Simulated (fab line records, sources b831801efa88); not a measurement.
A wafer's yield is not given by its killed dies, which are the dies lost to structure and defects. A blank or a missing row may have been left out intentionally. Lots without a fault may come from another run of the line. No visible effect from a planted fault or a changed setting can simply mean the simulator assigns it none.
Which tool was responsible?	flow sky130	Sampling: 14 lots, 42 wafers, 4 of 708 route steps

WHAT EACH GAUGE READ, for each wafer
SKY_VT_ADJUST_NCORE_CD_MEAS_07 targets a cd of 380 nm. Usual: cd nm 379 nm, standard deviation 3.
lot	measured	on	cd nm (nm)	flag
L130	day 8 16:52	cd sem-01	379 377 380	
L131	day 9 00:43	cd sem-01	382 381 383	
L132	day 9 04:01	cd sem-01	379 380 378	
L133	day 9 08:47	cd sem-01	376 380 379	
L140	day 11 14:58	cd sem-02	383 380 382	
L142	day 12 03:40	cd sem-01	379 380 380	
L146	day 13 06:30	cd sem-01	378 378 377	
L147	day 13 14:56	cd sem-02	376 373 375	
L148	day 13 23:11	cd sem-01	377 380 381	
L149	day 14 03:08	cd sem-02	376 374 375	
L150	day 14 11:43	cd sem-01	380 379 380	
L151	day 14 18:11	cd sem-01	379 380 381	
L152	day 15 00:34	cd sem-01	378 377 379	
L153	day 15 04:53	cd sem-01	383 386 381	

SKY_SONOS_ONO_THK_MEAS_01. Usual: SONOS_ONO_OXIDATION_THK 2.56 nm, standard deviation 0.055.
lot	measured	on	SONOS_ONO_OXIDATION_THK (nm)	flag
L130	day 11 18:37	film metro-04	2.60 2.57 2.55	
L131	day 11 23:40	film metro-01	2.58 2.63 2.57	
L132	day 12 04:46	film metro-01	2.62 2.59 2.56	
L133	day 12 10:26	film metro-01	2.55 2.54 2.48	
L140	day 14 20:30	film metro-01	2.48 2.58 2.50	
L142	day 15 12:38	film metro-01	2.63 2.65 2.54	
L146	day 16 18:40	film metro-04	2.54 2.45 2.53	
L147	day 17 04:57	film metro-02	2.48 2.52 2.48	
L148	day 17 14:53	film metro-01	2.57 2.59 2.59	
L149	day 17 20:10	film metro-02	2.53 2.55 2.56	
L150	day 18 06:04	film metro-01	2.51 2.47 2.55	
L151	day 18 12:15	film metro-04	2.66 2.59 2.55	
L152	day 18 20:07	film metro-04	2.60 2.63 2.67	
L153	day 18 23:07	film metro-04	2.46 2.45 2.51	

TOOL THAT RAN EACH LOT (tool first, then ch and the chambers of the sampled wafers, then the start)
lot	SKY_VT_ADJUST_PCH_STRIP_09	SKY_SONOS_TUNNEL_SOFTBAKE_03
L130	plasma asher-01 ch 0,1, day 10 14:51	litho track-02 ch 0, day 11 02:11
L131	plasma asher-02 ch 0,1, day 10 22:32	litho track-04 ch 0, day 11 09:38
L132	plasma asher-01 ch 0,1, day 11 02:30	litho track-04 ch 0, day 11 13:59
L133	plasma asher-02 ch 0,1, day 11 06:55	litho track-02 ch 0, day 11 18:26
L140	plasma asher-02 ch 0,1, day 13 16:40	litho track-02 ch 0, day 14 05:26
L142	plasma asher-02 ch 0,1, day 14 06:06	litho track-02 ch 0, day 14 19:17
L146	plasma asher-02 ch 1, day 15 12:31	litho track-01 ch 0, day 16 02:02
L147	plasma asher-01 ch 0,1, day 15 21:29	litho track-04 ch 0, day 16 11:48
L148	plasma asher-04 ch 0,1, day 16 06:07	litho track-01 ch 0, day 16 20:01
L149	plasma asher-02 ch 0, day 16 10:30	litho track-04 ch 0, day 17 01:09
L150	plasma asher-01 ch 0,1, day 16 19:43	litho track-04 ch 0, day 17 10:44
L151	plasma asher-01 ch 0,1, day 17 02:58	litho track-04 ch 0, day 17 17:47
L152	plasma asher-01 ch 0,1, day 17 10:30	litho track-01 ch 0, day 18 01:55
L153	plasma asher-04 ch 0,1, day 17 14:46	litho track-02 ch 0, day 18 05:43
- SKY_VT_ADJUST_PCH_STRIP_09: strips in O2/N2.
- SKY_SONOS_TUNNEL_SOFTBAKE_03: time 60 s.

WHAT THE TOOLS THEMSELVES READ (means of the sampled wafers that have a number; where no wafer has one, the mark that the record gives instead)
SKY_VT_ADJUST_PCH_STRIP_09. Usual: drypump motor current A 5.5 A, standard deviation 0.53; oes product au 0.723 a.u., standard deviation 0.0043; strip time to endpoint s 36.95 s, standard deviation 0.11.
lot	tool	drypump motor current A (A)	oes product au (a.u.)	strip time to endpoint s (s)	flag
L130	plasma asher-01	5.4	0.723	36.92	
L131	plasma asher-02	5.8	0.720	36.81	
L132	plasma asher-01	5.4	0.725	36.97	
L133	plasma asher-02	6.1	0.725	37.07	
L140	plasma asher-02	6.2	0.723	37.17	
L142	plasma asher-02	6.2	0.717	36.93	
L146	plasma asher-02	5.5	0.720	37.06	
L147	plasma asher-01	5.1	0.721	36.92	
L148	plasma asher-04	5.3	0.725	36.95	
L149	plasma asher-02	6.5	0.722	36.91	
L150	plasma asher-01	5.4	0.723	36.89	
L151	plasma asher-01	5.1	0.723	36.89	
L152	plasma asher-01	5.1	0.723	37.04	
L153	plasma asher-04	5.1	0.718	37.06	

SKY_SONOS_TUNNEL_SOFTBAKE_03. Usual: run length s 89.13 s, standard deviation 0.12.
lot	tool	run length s (s)	flag
L130	litho track-02	89.18	
L131	litho track-04	89.05	
L132	litho track-04	89.15	
L133	litho track-02	89.28	
L140	litho track-02	91.52	OFF
L142	litho track-02	91.57	OFF
L146	litho track-01	89.20	
L147	litho track-04	89.01	
L148	litho track-01	89.28	
L149	litho track-04	89.13	
L150	litho track-04	89.14	
L151	litho track-04	89.10	
L152	litho track-01	89.20	
L153	litho track-02	89.10	

THE ANSWER, worked out from the rows above alone
Rule: lot off if the mean of its wafers having a number is beyond 3 standard deviations from the usual mean. A lot without any number at a reading at which 4 lots or more have one is off too. Where the step has rows for the other lots, those lots are counted as sound. First the gauges in route order, then the tools' own readings, where a lot's mean is used as printed above. The first step at which some lot is off is used, and at that step the reading that is off furthest; a lot without a number counts as furthest.
Off: L140, L142, at SKY_SONOS_TUNNEL_SOFTBAKE_03 (run length s).
If a tool, at that step or one of the process steps before it, ran each lot that is off and ran no sound lot following the first of them, it fits. Not one of the candidates tried fits.

WHAT THE SIMULATOR HAD PUT IN
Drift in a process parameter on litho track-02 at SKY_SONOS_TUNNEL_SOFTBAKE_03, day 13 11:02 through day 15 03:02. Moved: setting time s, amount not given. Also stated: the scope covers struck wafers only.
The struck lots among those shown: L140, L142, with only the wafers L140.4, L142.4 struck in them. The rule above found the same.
